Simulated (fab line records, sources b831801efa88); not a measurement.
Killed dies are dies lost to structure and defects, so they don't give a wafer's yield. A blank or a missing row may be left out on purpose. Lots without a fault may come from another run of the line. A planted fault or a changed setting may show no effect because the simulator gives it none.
fab line records | flow gf180mcu
record lots=11 wafers=33 last_day=34
route steps=602 shown M3@414 V3@434 M4@460
lots that met no fault: from a run of the same line without faults
start_h: hours from the record's first day to the start of the lot's first wafer shown | wait_h: hours since the lot's step before | " the same as in the row above | L1.1+2: a row that stands for several wafers | - no value, or no start given | * or withheld: withheld | < > ~ a bound
route shown NAME@n: a module of which the file shows steps, and the number in the route of the first | usual: mean/standard deviation of fault-free wafers | same: alike in all rows | chamber/n: place in a boat | sites: the reading at each site | _std_site: their standard deviation | _edge_site: outer sites' mean less inner sites' | radius_mm: how far each site lies from the wafer's centre | mask NAME#n: copy n | behind: the tool/chamber that last shaped the wafer | hold: why the lot was held/for how many hours/how that ended | device: the transistor (n, p or np) that didn't switch | end of line: the same wafers' tests at the end of the route | a step without rows: its recipe alone | killed: dies lost to structure and defects at the first sort, not the wafer's yield | map: a wafer's dies, x killed, . not, _ none there
set.NAME: the setting as run; set.NAME@STEP: as run at that earlier step | model.NAME: the simulator's own value behind a step, which no gauge read
steps of the route over a sample of lots; a table a step, a row a wafer
services: from which hour (start_h, from the record's first day; less than 0 if before it) a tool's chamber was out of use, for how many hours, and why
## steps
# step GF_M3_RS_MEAS_05
# recipe thk_meas_gauge=four-point-probe reads=TiN_of_M3_SPUTTER_04+Ti_of_M3_SPUTTER_03+AlCu_of_M3_SPUTTER_02+TiN_of_M3_SPUTTER_01+Ti_of_M3_SPUTTER_00
# usual M3_ALCU_RS=0.0695/0.00071
# columns lot.wafer tool chamber start_h wait_h M3_ALCU_RS[ohm/sq]
L787.1 film_metro-01 - 497.52 0.0 0.0708
L787.2 " - " " 0.0697
L787.6 " - " " 0.0703
L788.2 film_metro-02 - 512.66 0.0 0.0698
L788.3 " - " " 0.0694
L788.6 " - " " 0.0692
L789.3 film_metro-03 - 518.08 0.1 0.0698
L789.5 " - " " 0.0693
L789.6 " - " " 0.0697
L790.2 film_metro-03 - 522.49 0.0 0.0681
L790.4 " - " " 0.0688
L790.6 " - " " 0.0688
L798.1 film_metro-01 - 591.78 0.0 0.0686
L798.4 " - " " 0.0686
L798.6 " - " " 0.0689
L799.3 film_metro-03 - 601.36 0.1 0.0706
L799.4 " - " " 0.0702
L799.5 " - " " 0.0706
L801.1 film_metro-02 - 609.42 0.0 0.0693
L801.2 " - " " 0.0688
L801.4 " - " " 0.0696
L802.2 film_metro-03 - 617.77 0.0 0.0691
L802.5 " - " " 0.0700
L802.6 " - " " 0.0698
L803.3 film_metro-01 - 627.36 0.1 0.0699
L803.4 " - " " 0.0702
L803.6 " - " " 0.0699
L804.2 film_metro-02 - 631.75 0.0 0.0696
L804.3 " - " " 0.0696
L804.5 " - " " 0.0686
L806.1 film_metro-01 - 645.07 0.0 0.0701
L806.2 " - " " 0.0688
L806.5 " - " " 0.0695
# step GF_V3_BOW_MEAS_05
# recipe mode=bow
# usual V3_BOW=117/8.8
# columns lot.wafer tool chamber start_h wait_h V3_BOW[um]
L787.1 film_metro-02 - 522.37 0.1 124
L787.2 " - " " 124
L787.6 " - " " 146
L788.2 film_metro-01 - 537.12 0.2 120
L788.3 " - " " 116
L788.6 " - " " 112
L789.3 film_metro-04 - 541.80 0.3 125
L789.5 " - " " 132
L789.6 " - " " 122
L790.2 film_metro-02 - 546.18 0.1 113
L790.4 " - " " 115
L790.6 " - " " 115
L798.1 film_metro-02 - 614.56 0.1 103
L798.4 " - " " 122
L798.6 " - " " 124
L799.3 film_metro-04 - 623.75 0.2 116
L799.4 " - " " 120
L799.5 " - " " 120
L801.1 film_metro-01 - 631.81 0.2 135
L801.2 " - " " 118
L801.4 " - " " 116
L802.2 film_metro-01 - 639.50 0.2 123
L802.5 " - " " 129
L802.6 " - " " 120
L803.3 film_metro-04 - 649.18 0.2 111
L803.4 " - " " 107
L803.6 " - " " 98
L804.2 film_metro-02 - 653.27 0.2 118
L804.3 " - " " 132
L804.5 " - " " 112
L806.1 film_metro-02 - 665.82 0.2 119
L806.2 " - " " 110
L806.5 " - " " 115
# step GF_V3_CVD_23
# recipe material=W target_thk_nm=350 time_s=104.9 temp_c=400 pressure_torr=40
# usual heater_power_w=871/27 susceptor_temp_C=400.02/0.21
# columns lot.wafer tool chamber start_h wait_h heater_power_w susceptor_temp_C
L787.1 cvd_w-01 0 545.85 0.0 850 399.96
L787.2 " 1 " " 858 399.96
L787.6 " 0 " " 848 399.66
L788.2 cvd_w-01 0 560.80 0.0 936 408.97
L788.3 " 1 " " 917 408.88
L788.6 " 1 " " 934 409.23
L789.3 cvd_w-02 0 564.99 0.1 843 400.00
L789.5 " 0 " " 843 400.01
L789.6 " 1 " " 906 399.61
L790.2 cvd_w-01 1 569.11 0.0 893 409.31
L790.4 " 1 " " 918 409.08
L790.6 " 1 " " 930 409.21
L798.1 cvd_w-01 0 636.00 0.0 858 399.70
L798.4 " 0 " " 880 400.13
L798.6 " 0 " " 840 400.06
L799.3 cvd_w-02 0 645.25 0.1 842 400.00
L799.4 " 1 " " 914 400.14
L799.5 " 1 " " 902 400.07
L801.1 cvd_w-01 1 652.83 0.0 878 399.83
L801.2 " 0 " " 866 399.84
L801.4 " 0 " " 884 400.06
L802.2 cvd_w-02 1 660.26 0.0 909 400.00
L802.5 " 1 " " 932 399.90
L802.6 " 0 " " 861 399.88
L803.3 cvd_w-01 0 668.90 0.1 872 400.34
L803.4 " 1 " " 860 400.28
L803.6 " 1 " " 889 400.10
L804.2 cvd_w-01 0 673.03 0.0 882 400.00
L804.3 " 1 " " 855 400.19
L804.5 " 1 " " 872 400.37
L806.1 cvd_w-01 0 685.55 0.0 851 399.72
L806.2 " 1 " " 858 400.09
L806.5 " 1 " " 864 400.25
# step GF_V3_RS_MEAS_24
# recipe thk_meas_gauge=four-point-probe reads=W_of_V3_CVD_23+TiN_of_V3_SPUTTER_22+Ti_of_V3_SPUTTER_21
# usual V3_W_RS=0.330/0.0042
# columns lot.wafer tool chamber start_h wait_h V3_W_RS[ohm/sq]
L787.1 film_metro-01 - 545.97 0.1 0.332
L787.2 " - " " 0.322
L787.6 " - " " 0.324
L788.2 film_metro-04 - 560.94 0.1 0.282
L788.3 " - " " 0.281
L788.6 " - " " 0.279
L789.3 film_metro-04 - 565.11 0.1 0.329
L789.5 " - " " 0.325
L789.6 " - " " 0.330
L790.2 film_metro-01 - 569.25 0.1 0.279
L790.4 " - " " 0.277
L790.6 " - " " 0.280
L798.1 film_metro-02 - 636.11 0.1 0.330
L798.4 " - " " 0.327
L798.6 " - " " 0.327
L799.3 film_metro-02 - 645.37 0.1 0.330
L799.4 " - " " 0.331
L799.5 " - " " 0.333
L801.1 film_metro-01 - 652.95 0.1 0.329
L801.2 " - " " 0.327
L801.4 " - " " 0.328
L802.2 film_metro-02 - 660.39 0.1 0.330
L802.5 " - " " 0.332
L802.6 " - " " 0.327
L803.3 film_metro-04 - 669.01 0.1 0.330
L803.4 " - " " 0.328
L803.6 " - " " 0.328
L804.2 film_metro-01 - 673.16 0.1 0.325
L804.3 " - " " 0.322
L804.5 " - " " 0.323
L806.1 film_metro-02 - 685.66 0.1 0.326
L806.2 " - " " 0.326
L806.5 " - " " 0.322
# step GF_V3_THK_MEAS_25
# recipe thk_meas_gauge=xrf reads=W_of_V3_CVD_23
# usual V3_W_THK=342/5.1
# columns lot.wafer tool chamber start_h wait_h V3_W_THK[nm]
L787.1 film_metro-01 - 546.09 0.1 339
L787.2 " - " " 349
L787.6 " - " " 345
L788.2 film_metro-04 - 561.05 0.1 401
L788.3 " - " " 399
L788.6 " - " " 403
L789.3 film_metro-04 - 565.21 0.1 343
L789.5 " - " " 348
L789.6 " - " " 341
L790.2 film_metro-01 - 569.36 0.1 400
L790.4 " - " " 401
L790.6 " - " " 400
L798.1 film_metro-02 - 636.23 0.1 341
L798.4 " - " " 344
L798.6 " - " " 344
L799.3 film_metro-02 - 645.47 0.1 341
L799.4 " - " " 341
L799.5 " - " " 340
L801.1 film_metro-01 - 653.07 0.1 340
L801.2 " - " " 340
L801.4 " - " " 337
L802.2 film_metro-02 - 660.50 0.1 342
L802.5 " - " " 340
L802.6 " - " " 341
L803.3 film_metro-04 - 669.11 0.1 347
L803.4 " - " " 347
L803.6 " - " " 346
L804.2 film_metro-01 - 673.27 0.1 343
L804.3 " - " " 348
L804.5 " - " " 347
L806.1 film_metro-02 - 685.78 0.1 348
L806.2 " - " " 347
L806.5 " - " " 350
# step GF_V3_CMP_26
# recipe stop_on=SiO2 down_force_psi=3.5 platen_rpm=60 t_overpolish_s=15 target_thk_nm=0 pad_velocity_m_s=0.94248
# usual motor_current_A=10.8/1.1 platen_rpm=60.00/0.044 time_to_endpoint_s=85/4.8
# columns lot.wafer tool chamber start_h wait_h motor_current_A platen_rpm time_to_endpoint_s
L787.1 cmp-02 1 546.20 0.1 8.9 60.07 84
L787.2 " 3 " " 10.5 59.99 98
L787.6 " 1 " " 9.6 59.98 86
L788.3 cmp-01 2 561.20 0.1 10.3 60.05 104
L788.2 " 3 " " 9.5 60.02 97
L788.6 " 0 " " 11.2 59.97 99
L789.3 cmp-02 1 565.30 0.1 9.6 59.96 83
L789.6 " 0 " " 9.8 60.06 78
L789.5 " 1 " " 9.3 59.98 83
L790.2 cmp-02 2 569.41 0.0 11.9 60.04 101
L790.4 " 1 " " 9.8 59.92 98
L790.6 " 2 " " 11.7 60.12 101
L798.1 cmp-02 2 636.34 0.1 12.0 60.00 91
L798.4 " 0 " " 10.4 60.04 83
L798.6 " 2 " " 11.9 60.00 90
L799.4 cmp-01 3 645.56 0.1 9.5 59.99 78
L799.3 " 1 " " 12.9 60.02 84
L799.5 " 3 " " 9.1 60.00 79
L801.1 cmp-02 2 653.25 0.2 11.9 59.94 91
L801.4 " 0 " " 10.5 59.96 78
L801.2 " 1 " " 9.2 60.10 82
L802.2 cmp-02 2 660.60 0.1 11.7 60.09 86
L802.6 " 1 " " 9.3 60.04 83
L802.5 " 2 " " 11.7 60.03 87
L803.4 cmp-02 2 669.20 0.1 12.9 59.99 85
L803.3 " 0 " " 10.7 59.98 79
L803.6 " 1 " " 9.3 60.05 84
L804.3 cmp-01 1 673.37 0.1 12.1 60.01 88
L804.2 " 2 " " 10.5 60.01 89
L804.5 " 0 " " 11.6 59.97 84
L806.2 cmp-01 3 685.90 0.1 9.5 59.91 87
L806.1 " 0 " " 11.5 59.98 83
L806.5 " 2 " " 10.1 59.92 91
# step GF_M4_SPUTTER_04
# recipe material=TiN target_thk_nm=50 power_w=6500 time_s=41.7 chamber_pressure_pa=0.4
# usual throttle_valve_pct=30.3/1.1
# columns lot.wafer tool chamber start_h wait_h throttle_valve_pct
L787.1 pvd_sputter-01 - 546.63 0.0 30.6
L787.2 " - " " 31.0
L787.6 " - " " 31.2
L788.2 pvd_sputter-02 - 561.58 0.0 30.3
L788.3 " - " " 31.9
L788.6 " - " " 29.2
L789.3 pvd_sputter-01 - 565.73 0.0 27.7
L789.5 " - " " 31.1
L789.6 " - " " 30.7
L790.2 pvd_sputter-02 - 569.89 0.0 29.0
L790.4 " - " " 31.9
L790.6 " - " " 29.1
L798.1 pvd_sputter-03 - 636.78 0.0 29.9
L798.4 " - " " 29.0
L798.6 " - " " 30.9
L799.3 pvd_sputter-01 - 645.99 0.0 31.4
L799.4 " - " " 27.7
L799.5 " - " " 31.3
L801.1 pvd_sputter-03 - 653.73 0.0 29.1
L801.2 " - " " 29.9
L801.4 " - " " 30.3
L802.2 pvd_sputter-02 - 661.03 0.0 30.2
L802.5 " - " " 31.6
L802.6 " - " " 31.4
L803.3 pvd_sputter-02 - 669.64 0.0 29.0
L803.4 " - " " 31.5
L803.6 " - " " 32.1
L804.2 pvd_sputter-03 - 673.81 0.0 30.2
L804.3 " - " " 28.8
L804.5 " - " " 31.0
L806.1 pvd_sputter-01 - 686.33 0.0 31.0
L806.2 " - " " 30.6
L806.5 " - " " 31.2
## services
# columns tool chamber start_h hours kind
cmp-02 - 530.30 14.0 pm
cvd_w-01 - 549.62 0.3 repair
pvd_sputter-02 - 555.71 0.6 repair
cmp-02 - 557.69 6.6 pm
pvd_sputter-01 2 561.32 - consumable_replace:kit
pvd_sputter-01 2 561.32 18.0 scheduled_down
pvd_sputter-01 2 561.32 18.0 vent_cycle
cmp-02 - 564.62 0.3 repair
cmp-01 - 569.31 7.0 pm
cmp-02 - 572.22 4.0 pm
cmp-02 - 573.43 4.2 repair
cmp-02 - 576.22 - consumable_replace:conditioner
cmp-02 - 576.22 - consumable_replace:pad
pvd_sputter-03 - 577.76 1.9 repair
cmp-02 - 584.12 2.1 repair
cmp-01 - 586.65 4.4 pm
cvd_w-01 0 603.61 4.4 repair
cmp-01 - 646.01 10.2 repair
pvd_sputter-03 - 663.62 2.4 repair
pvd_sputter-01 - 667.35 2.9 repair
pvd_sputter-03 - 679.43 6.8 repair
cmp-02 - 683.03 8.9 repair
pvd_sputter-02 3 686.07 - consumable_replace:kit
pvd_sputter-02 3 686.07 18.0 scheduled_down
## key
first_sign step=GF_V3_CVD_23 reading=susceptor_temp_C direction=up sigmas=44 usual=* struck=*
effect step=GF_V3_CVD_23 reading=heater_power_w direction=up sigmas=1.9 usual=871 struck=921
effect step=GF_V3_RS_MEAS_24 reading=V3_W_RS direction=down sigmas=12 usual=0.330 struck=0.280
effect step=GF_V3_THK_MEAS_25 reading=V3_W_THK direction=up sigmas=12 usual=342 struck=401
effect step=GF_V3_CMP_26 reading=time_to_endpoint_s direction=up sigmas=3.1 usual=* struck=*
met_at GF_V3_CVD_23
struck_lots L788,L790
not_acting_at GF_M3_RS_MEAS_05,GF_V3_BOW_MEAS_05,GF_M4_SPUTTER_04
onset_between 545.85 560.80
fault kind=process_parameter_drift tool=cvd_w-01 chamber=- onset_h=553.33 steps=GF_V3_CVD_23 channel=temp_c offset=* shape=step end_h=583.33 acts_in=* stated=*
